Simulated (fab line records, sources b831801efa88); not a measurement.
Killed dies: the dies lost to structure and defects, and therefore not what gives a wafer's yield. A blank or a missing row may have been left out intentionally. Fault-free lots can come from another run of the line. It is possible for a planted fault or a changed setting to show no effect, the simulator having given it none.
fab line records / flow sky130
[record] lots = 6 wafers = 18 last-day = 49
route steps=708 shown CONTACT@407
lots that met no fault: from a run of the same line without faults
start-h: hours from the record's opening day to when the first of the lot's shown wafers began / wait-h: hours from the lot's prior step to this one / " the same as in the row above / L1.1+2: a row that stands for several wafers / - no value present, or no start provided / * or withheld: withheld / < > ~ a bound
route shown NAME@n: a module of which the file shows steps, and the number in the route of the first / usual: average and standard deviation across the fault-free wafers / same: alike in all rows / chamber/n: place in a boat / sites: readings site by site / _std_site: standard deviation across them / _edge_site: outer sites' mean less inner sites' / radius-mm: for every site, how far away it sits from the centre of the wafer / mask NAME#n: copy n / behind: tool/chamber where the wafer was last shaped / hold: what put the lot on hold/how long, in hours/how the hold closed / device: whichever transistor did not switch (one of n, p or np) / end of line: the same wafers' tests at the end of the route / a step given without rows: its recipe and nothing more / killed: dies that structure and defects cost at the first sort, which is not the same as the wafer's yield / map: dies across one wafer; x = killed, . = not, _ = none there
set.NAME: the setting that was run; set.NAME@STEP: the one run at that earlier step / model.NAME: the simulator's own value behind a step, which no gauge read
lots at selected steps of the route; one table per step, one row per wafer
services: a tool's chamber out of use, with start hour (start-h, from the record's first day; less than 0 if before it), hours out, and reason
[[steps]]
[step SKY_CONTACT_THK_MEAS_01]
[recipe] reads = Si3N4_of_CONTACT_CVD_00
[usual] CONTACT_CVD_00_THK = 75.3/1.1
lot.wafer=L615.1 tool=film-metro-02 chamber=- start-h=709.62 wait-h=- CONTACT_CVD_00_THK[nm]=76.3
lot.wafer=L615.4 tool=film-metro-02 chamber=- start-h=709.62 wait-h=- CONTACT_CVD_00_THK[nm]=77.3
lot.wafer=L615.5 tool=film-metro-02 chamber=- start-h=709.62 wait-h=- CONTACT_CVD_00_THK[nm]=75.2
lot.wafer=L619.1 tool=film-metro-02 chamber=- start-h=753.90 wait-h=- CONTACT_CVD_00_THK[nm]=76.1
lot.wafer=L619.5 tool=film-metro-02 chamber=- start-h=753.90 wait-h=- CONTACT_CVD_00_THK[nm]=76.2
lot.wafer=L619.6 tool=film-metro-02 chamber=- start-h=753.90 wait-h=- CONTACT_CVD_00_THK[nm]=76.6
lot.wafer=L622.2 tool=film-metro-04 chamber=- start-h=771.37 wait-h=- CONTACT_CVD_00_THK[nm]=75.4
lot.wafer=L622.4 tool=film-metro-04 chamber=- start-h=771.37 wait-h=- CONTACT_CVD_00_THK[nm]=76.2
lot.wafer=L622.5 tool=film-metro-04 chamber=- start-h=771.37 wait-h=- CONTACT_CVD_00_THK[nm]=76.6
lot.wafer=L623.4 tool=film-metro-03 chamber=- start-h=772.35 wait-h=- CONTACT_CVD_00_THK[nm]=76.9
lot.wafer=L623.5 tool=film-metro-03 chamber=- start-h=772.35 wait-h=- CONTACT_CVD_00_THK[nm]=74.6
lot.wafer=L623.6 tool=film-metro-03 chamber=- start-h=772.35 wait-h=- CONTACT_CVD_00_THK[nm]=77.8
lot.wafer=L624.1 tool=film-metro-02 chamber=- start-h=777.21 wait-h=- CONTACT_CVD_00_THK[nm]=75.1
lot.wafer=L624.4 tool=film-metro-02 chamber=- start-h=777.21 wait-h=- CONTACT_CVD_00_THK[nm]=75.4
lot.wafer=L624.6 tool=film-metro-02 chamber=- start-h=777.21 wait-h=- CONTACT_CVD_00_THK[nm]=76.4
lot.wafer=L632.1 tool=film-metro-02 chamber=- start-h=855.39 wait-h=- CONTACT_CVD_00_THK[nm]=77.1
lot.wafer=L632.2 tool=film-metro-02 chamber=- start-h=855.39 wait-h=- CONTACT_CVD_00_THK[nm]=75.2
lot.wafer=L632.3 tool=film-metro-02 chamber=- start-h=855.39 wait-h=- CONTACT_CVD_00_THK[nm]=76.5
[step SKY_CONTACT_HDPCVD_02]
[recipe] material = SiO2 target-thk-nm = 565 sigma-open-frac = 0.3 time-s = 94.2 temp-c = 600 sih4-flow-sccm = 60 pressure-mtorr = 6
[step SKY_CONTACT_THK_MEAS_03]
[recipe] reads = SiO2_of_CONTACT_HDPCVD_02
[usual] CONTACT_HDPCVD_THK = 566/7.5
lot.wafer=L615.1 tool=film-metro-03 chamber=- start-h=709.75 wait-h=0.0 CONTACT_HDPCVD_THK[nm]=571
lot.wafer=L615.4 tool=film-metro-03 chamber=- start-h=709.75 wait-h=0.0 CONTACT_HDPCVD_THK[nm]=576
lot.wafer=L615.5 tool=film-metro-03 chamber=- start-h=709.75 wait-h=0.0 CONTACT_HDPCVD_THK[nm]=563
lot.wafer=L619.1 tool=film-metro-03 chamber=- start-h=754.02 wait-h=0.0 CONTACT_HDPCVD_THK[nm]=562
lot.wafer=L619.5 tool=film-metro-03 chamber=- start-h=754.02 wait-h=0.0 CONTACT_HDPCVD_THK[nm]=572
lot.wafer=L619.6 tool=film-metro-03 chamber=- start-h=754.02 wait-h=0.0 CONTACT_HDPCVD_THK[nm]=563
lot.wafer=L622.2 tool=film-metro-03 chamber=- start-h=771.50 wait-h=0.0 CONTACT_HDPCVD_THK[nm]=569
lot.wafer=L622.4 tool=film-metro-03 chamber=- start-h=771.50 wait-h=0.0 CONTACT_HDPCVD_THK[nm]=564
lot.wafer=L622.5 tool=film-metro-03 chamber=- start-h=771.50 wait-h=0.0 CONTACT_HDPCVD_THK[nm]=557
lot.wafer=L623.4 tool=film-metro-04 chamber=- start-h=772.48 wait-h=0.0 CONTACT_HDPCVD_THK[nm]=554
lot.wafer=L623.5 tool=film-metro-04 chamber=- start-h=772.48 wait-h=0.0 CONTACT_HDPCVD_THK[nm]=566
lot.wafer=L623.6 tool=film-metro-04 chamber=- start-h=772.48 wait-h=0.0 CONTACT_HDPCVD_THK[nm]=566
lot.wafer=L624.1 tool=film-metro-03 chamber=- start-h=777.34 wait-h=0.0 CONTACT_HDPCVD_THK[nm]=572
lot.wafer=L624.4 tool=film-metro-03 chamber=- start-h=777.34 wait-h=0.0 CONTACT_HDPCVD_THK[nm]=564
lot.wafer=L624.6 tool=film-metro-03 chamber=- start-h=777.34 wait-h=0.0 CONTACT_HDPCVD_THK[nm]=567
lot.wafer=L632.1 tool=film-metro-02 chamber=- start-h=855.56 wait-h=0.1 CONTACT_HDPCVD_THK[nm]=568
lot.wafer=L632.2 tool=film-metro-02 chamber=- start-h=855.56 wait-h=0.1 CONTACT_HDPCVD_THK[nm]=578
lot.wafer=L632.3 tool=film-metro-02 chamber=- start-h=855.56 wait-h=0.1 CONTACT_HDPCVD_THK[nm]=576
[step SKY_CONTACT_CMP_04]
[recipe] material = SiO2 down-force-psi = 4 platen-rpm = 60 pad-velocity-m-s = 0.94248
[usual] edge-zone-pressure-frac = 1.000/0.0046 motor-current-A = 11.9/1.2 time-to-endpoint-s = 84/6
lot.wafer=L615.1 tool=cmp-02 chamber=1 start-h=709.81 wait-h=0.1 edge-zone-pressure-frac=0.993 motor-current-A=11.5 time-to-endpoint-s=87
lot.wafer=L615.4 tool=cmp-02 chamber=2 start-h=709.81 wait-h=0.1 edge-zone-pressure-frac=0.999 motor-current-A=11.8 time-to-endpoint-s=92
lot.wafer=L615.5 tool=cmp-02 chamber=1 start-h=709.81 wait-h=0.1 edge-zone-pressure-frac=0.997 motor-current-A=11.7 time-to-endpoint-s=82
lot.wafer=L619.1 tool=cmp-01 chamber=0 start-h=754.08 wait-h=0.1 edge-zone-pressure-frac=1.003 motor-current-A=11.4 time-to-endpoint-s=73
lot.wafer=L619.6 tool=cmp-01 chamber=0 start-h=754.08 wait-h=0.1 edge-zone-pressure-frac=0.992 motor-current-A=11.8 time-to-endpoint-s=69
lot.wafer=L619.5 tool=cmp-01 chamber=1 start-h=754.08 wait-h=0.1 edge-zone-pressure-frac=1.001 motor-current-A=12.9 time-to-endpoint-s=77
lot.wafer=L622.2 tool=cmp-01 chamber=3 start-h=771.60 wait-h=0.1 edge-zone-pressure-frac=0.984 motor-current-A=9.6 time-to-endpoint-s=80
lot.wafer=L622.4 tool=cmp-01 chamber=1 start-h=771.60 wait-h=0.1 edge-zone-pressure-frac=0.999 motor-current-A=13.4 time-to-endpoint-s=82
lot.wafer=L622.5 tool=cmp-01 chamber=2 start-h=771.60 wait-h=0.1 edge-zone-pressure-frac=0.998 motor-current-A=12.0 time-to-endpoint-s=80
lot.wafer=L623.4 tool=cmp-02 chamber=0 start-h=772.61 wait-h=0.1 edge-zone-pressure-frac=0.997 motor-current-A=11.2 time-to-endpoint-s=83
lot.wafer=L623.5 tool=cmp-02 chamber=2 start-h=772.61 wait-h=0.1 edge-zone-pressure-frac=0.993 motor-current-A=11.5 time-to-endpoint-s=91
lot.wafer=L623.6 tool=cmp-02 chamber=3 start-h=772.61 wait-h=0.1 edge-zone-pressure-frac=0.997 motor-current-A=13.6 time-to-endpoint-s=88
lot.wafer=L624.4 tool=cmp-02 chamber=0 start-h=777.45 wait-h=0.1 edge-zone-pressure-frac=1.006 motor-current-A=11.6 time-to-endpoint-s=87
lot.wafer=L624.1 tool=cmp-02 chamber=1 start-h=777.45 wait-h=0.1 edge-zone-pressure-frac=1.004 motor-current-A=12.1 time-to-endpoint-s=85
lot.wafer=L624.6 tool=cmp-02 chamber=0 start-h=777.45 wait-h=0.1 edge-zone-pressure-frac=1.002 motor-current-A=11.1 time-to-endpoint-s=83
lot.wafer=L632.2 tool=cmp-01 chamber=1 start-h=855.62 wait-h=0.0 edge-zone-pressure-frac=1.001 motor-current-A=14.0 time-to-endpoint-s=89
lot.wafer=L632.3 tool=cmp-01 chamber=3 start-h=855.62 wait-h=0.0 edge-zone-pressure-frac=1.004 motor-current-A=9.7 time-to-endpoint-s=84
lot.wafer=L632.1 tool=cmp-01 chamber=0 start-h=855.62 wait-h=0.0 edge-zone-pressure-frac=1.000 motor-current-A=11.4 time-to-endpoint-s=77
[step SKY_CONTACT_BOW_MEAS_05]
[recipe] mode = bow
[usual] CONTACT_BOW = 83/7.1
lot.wafer=L615.1 tool=film-metro-02 chamber=- start-h=710.11 wait-h=0.2 CONTACT_BOW[um]=83
lot.wafer=L615.4 tool=film-metro-02 chamber=- start-h=710.11 wait-h=0.2 CONTACT_BOW[um]=86
lot.wafer=L615.5 tool=film-metro-02 chamber=- start-h=710.11 wait-h=0.2 CONTACT_BOW[um]=74
lot.wafer=L619.1 tool=film-metro-03 chamber=- start-h=754.38 wait-h=0.2 CONTACT_BOW[um]=82
lot.wafer=L619.5 tool=film-metro-03 chamber=- start-h=754.38 wait-h=0.2 CONTACT_BOW[um]=74
lot.wafer=L619.6 tool=film-metro-03 chamber=- start-h=754.38 wait-h=0.2 CONTACT_BOW[um]=93
lot.wafer=L622.2 tool=film-metro-03 chamber=- start-h=771.87 wait-h=0.2 CONTACT_BOW[um]=83
lot.wafer=L622.4 tool=film-metro-03 chamber=- start-h=771.87 wait-h=0.2 CONTACT_BOW[um]=83
lot.wafer=L622.5 tool=film-metro-03 chamber=- start-h=771.87 wait-h=0.2 CONTACT_BOW[um]=95
lot.wafer=L623.4 tool=film-metro-02 chamber=- start-h=772.87 wait-h=0.2 CONTACT_BOW[um]=77
lot.wafer=L623.5 tool=film-metro-02 chamber=- start-h=772.87 wait-h=0.2 CONTACT_BOW[um]=80
lot.wafer=L623.6 tool=film-metro-02 chamber=- start-h=772.87 wait-h=0.2 CONTACT_BOW[um]=86
lot.wafer=L624.1 tool=film-metro-02 chamber=- start-h=777.70 wait-h=0.1 CONTACT_BOW[um]=91
lot.wafer=L624.4 tool=film-metro-02 chamber=- start-h=777.70 wait-h=0.1 CONTACT_BOW[um]=89
lot.wafer=L624.6 tool=film-metro-02 chamber=- start-h=777.70 wait-h=0.1 CONTACT_BOW[um]=81
lot.wafer=L632.1 tool=film-metro-03 chamber=- start-h=855.92 wait-h=0.1 CONTACT_BOW[um]=81
lot.wafer=L632.2 tool=film-metro-03 chamber=- start-h=855.92 wait-h=0.1 CONTACT_BOW[um]=76
lot.wafer=L632.3 tool=film-metro-03 chamber=- start-h=855.92 wait-h=0.1 CONTACT_BOW[um]=71
[step SKY_CONTACT_DEHYDRATE_06]
[recipe] temp-c = 200 time-s = 60
[step SKY_CONTACT_HMDS_07]
[recipe] prime-time-s = 60 prime-temp-c = 120
[step SKY_CONTACT_COAT_08]
[recipe] resist = BARC temp-c = withheld time-s = withheld spin-rpm = 3000 resist-thk-nm = 60
[step SKY_CONTACT_COAT_09]
[recipe] resist = KrF-thick spin-rpm = 3000 resist-thk-nm = 450
[step SKY_CONTACT_SOFTBAKE_10]
[recipe] temp-c = 100 time-s = 90 resist = KrF-thick
[step SKY_CONTACT_EXPOSE_11]
[recipe] mask-id = CTM1 na = 0.8 source-shape = annular sigma-inner = 0.55 sigma-outer = 0.85 target-cd-nm = 170 dose-mj = 38
[step SKY_CONTACT_PEB_12]
[recipe] peb-temp-c = withheld peb-time-s = withheld resist = KrF-thick
[step SKY_CONTACT_DEVELOP_13]
[recipe] develop-time-s = 60 resist = KrF-thick dev-temp-c = 21
[usual] chill-plate-temp-C = 23.00/0.1 develop-time-s = 60/0
lot.wafer=L615.1 tool=litho-track-01 chamber=0 start-h=737 wait-h=- chill-plate-temp-C=22.88 develop-time-s=60 model.KrF-thick_of_CONTACT_COAT_09.thk-nm=436.2
lot.wafer=L615.4 tool=litho-track-01 chamber=0 start-h=737 wait-h=- chill-plate-temp-C=23.07 develop-time-s=60 model.KrF-thick_of_CONTACT_COAT_09.thk-nm=436.3
lot.wafer=L615.5 tool=litho-track-01 chamber=0 start-h=737 wait-h=- chill-plate-temp-C=23.03 develop-time-s=60 model.KrF-thick_of_CONTACT_COAT_09.thk-nm=436.5
lot.wafer=L619.1 tool=litho-track-02 chamber=0 start-h=781 wait-h=- chill-plate-temp-C=22.96 develop-time-s=60 model.KrF-thick_of_CONTACT_COAT_09.thk-nm=436.4
lot.wafer=L619.5 tool=litho-track-02 chamber=0 start-h=781 wait-h=- chill-plate-temp-C=23.06 develop-time-s=60 model.KrF-thick_of_CONTACT_COAT_09.thk-nm=435.7
lot.wafer=L619.6 tool=litho-track-02 chamber=0 start-h=781 wait-h=- chill-plate-temp-C=23.03 develop-time-s=60 model.KrF-thick_of_CONTACT_COAT_09.thk-nm=436.2
lot.wafer=L622.2 tool=litho-track-01 chamber=- start-h=796 wait-h=- chill-plate-temp-C=- develop-time-s=- model.KrF-thick_of_CONTACT_COAT_09.thk-nm=449
lot.wafer=L622.4 tool=litho-track-01 chamber=- start-h=796 wait-h=- chill-plate-temp-C=- develop-time-s=- model.KrF-thick_of_CONTACT_COAT_09.thk-nm=449.5
lot.wafer=L622.5 tool=litho-track-01 chamber=- start-h=796 wait-h=- chill-plate-temp-C=- develop-time-s=- model.KrF-thick_of_CONTACT_COAT_09.thk-nm=449.8
lot.wafer=L623.4 tool=litho-track-04 chamber=- start-h=798 wait-h=- chill-plate-temp-C=- develop-time-s=- model.KrF-thick_of_CONTACT_COAT_09.thk-nm=453.3
lot.wafer=L623.5 tool=litho-track-04 chamber=- start-h=798 wait-h=- chill-plate-temp-C=- develop-time-s=- model.KrF-thick_of_CONTACT_COAT_09.thk-nm=452.4
lot.wafer=L623.6 tool=litho-track-04 chamber=- start-h=798 wait-h=- chill-plate-temp-C=- develop-time-s=- model.KrF-thick_of_CONTACT_COAT_09.thk-nm=451.2
lot.wafer=L624.1 tool=litho-track-01 chamber=0 start-h=804 wait-h=- chill-plate-temp-C=22.93 develop-time-s=60 model.KrF-thick_of_CONTACT_COAT_09.thk-nm=436.7
lot.wafer=L624.4 tool=litho-track-01 chamber=0 start-h=804 wait-h=- chill-plate-temp-C=22.93 develop-time-s=60 model.KrF-thick_of_CONTACT_COAT_09.thk-nm=437.1
lot.wafer=L624.6 tool=litho-track-01 chamber=0 start-h=804 wait-h=- chill-plate-temp-C=22.85 develop-time-s=60 model.KrF-thick_of_CONTACT_COAT_09.thk-nm=435.3
lot.wafer=L632.1 tool=litho-track-04 chamber=0 start-h=881 wait-h=- chill-plate-temp-C=22.99 develop-time-s=60 model.KrF-thick_of_CONTACT_COAT_09.thk-nm=435.3
lot.wafer=L632.2 tool=litho-track-04 chamber=0 start-h=881 wait-h=- chill-plate-temp-C=22.96 develop-time-s=60 model.KrF-thick_of_CONTACT_COAT_09.thk-nm=435
lot.wafer=L632.3 tool=litho-track-04 chamber=0 start-h=881 wait-h=- chill-plate-temp-C=23.11 develop-time-s=60 model.KrF-thick_of_CONTACT_COAT_09.thk-nm=434.4
[step SKY_CONTACT_CD_MEAS_14]
[recipe] target-cd-nm = 170
[usual] cd-nm = 170.3/1.4
lot.wafer=L615.1 tool=cd-sem-01 chamber=- start-h=737.25 wait-h=- cd-nm=168.2
lot.wafer=L615.4 tool=cd-sem-01 chamber=- start-h=737.25 wait-h=- cd-nm=171.4
lot.wafer=L615.5 tool=cd-sem-01 chamber=- start-h=737.25 wait-h=- cd-nm=170.7
lot.wafer=L619.1 tool=cd-sem-02 chamber=- start-h=781.27 wait-h=- cd-nm=170.9
lot.wafer=L619.5 tool=cd-sem-02 chamber=- start-h=781.27 wait-h=- cd-nm=170.3
lot.wafer=L619.6 tool=cd-sem-02 chamber=- start-h=781.27 wait-h=- cd-nm=170.5
lot.wafer=L622.2 tool=cd-sem-01 chamber=- start-h=797.02 wait-h=- cd-nm=-
lot.wafer=L622.4 tool=cd-sem-01 chamber=- start-h=797.02 wait-h=- cd-nm=-
lot.wafer=L622.5 tool=cd-sem-01 chamber=- start-h=797.02 wait-h=- cd-nm=-
lot.wafer=L623.4 tool=cd-sem-01 chamber=- start-h=798.21 wait-h=- cd-nm=-
lot.wafer=L623.5 tool=cd-sem-01 chamber=- start-h=798.21 wait-h=- cd-nm=-
lot.wafer=L623.6 tool=cd-sem-01 chamber=- start-h=798.21 wait-h=- cd-nm=-
lot.wafer=L624.1 tool=cd-sem-01 chamber=- start-h=804.25 wait-h=- cd-nm=170.1
lot.wafer=L624.4 tool=cd-sem-01 chamber=- start-h=804.25 wait-h=- cd-nm=168.8
lot.wafer=L624.6 tool=cd-sem-01 chamber=- start-h=804.25 wait-h=- cd-nm=169.0
lot.wafer=L632.1 tool=cd-sem-02 chamber=- start-h=881.65 wait-h=- cd-nm=169.5
lot.wafer=L632.2 tool=cd-sem-02 chamber=- start-h=881.65 wait-h=- cd-nm=168.1
lot.wafer=L632.3 tool=cd-sem-02 chamber=- start-h=881.65 wait-h=- cd-nm=168.2
[[services]]
tool=cmp-01 chamber=- start-h=728.64 hours=2.7 kind=repair
tool=litho-track-01 chamber=- start-h=732.42 hours=- kind=consumable-replace:filter
tool=cmp-02 chamber=- start-h=740.25 hours=7.9 kind=pm
tool=cmp-01 chamber=- start-h=744.03 hours=4.0 kind=pm
tool=cmp-01 chamber=- start-h=748.03 hours=- kind=consumable-replace:conditioner
tool=cmp-01 chamber=- start-h=748.03 hours=- kind=consumable-replace:pad
tool=cmp-02 chamber=- start-h=812.20 hours=0.6 kind=repair
tool=cmp-02 chamber=- start-h=830.73 hours=3.0 kind=repair
tool=cmp-02 chamber=- start-h=855.57 hours=0.8 kind=repair
tool=cmp-02 chamber=- start-h=875.83 hours=0.6 kind=repair
[[key]]
[first-sign] step = SKY_CONTACT_DEVELOP_13 reading = tool-record direction = missing
effect none on later readings
[model-effect] step = SKY_CONTACT_DEVELOP_13 value = KrF-thick_of_CONTACT_COAT_09.thk-nm without = 436.8 struck = 450.8
met-at SKY_CONTACT_DEVELOP_13
struck-wafers L622.2,L622.4,L622.5,L623.4,L623.5,L623.6
later-rows-left-out L622.2,L622.4,L622.5,L623.4,L623.5,L623.6
sort-left-out L622.2,L622.4,L622.5,L623.4,L623.5,L623.6
tester-left-out L622,L623
onset-between 737 796
[fault] kind = skipped-step-whole tool = litho-track-01,litho-track-04 chamber = - onset-h = 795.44 steps = SKY_CONTACT_DEVELOP_13 scope = struck-lots-only
// tester-left-out: of these lots the tester's yield and bins aren't shown, on N5 and GAA mostly nor the transistor test; their killed dies are dies lost to structure and defects alone, not to doping, threshold or leakage, so they don't give the yield
// sort-left-out: the simulated sort isn't trusted on such a fault, so these wafers' sort isn't shown, and their yield isn't known
// later-rows-left-out: the simulator's readings of these wafers behind a module that went badly wrong aren't trusted and aren't shown, but for the sort
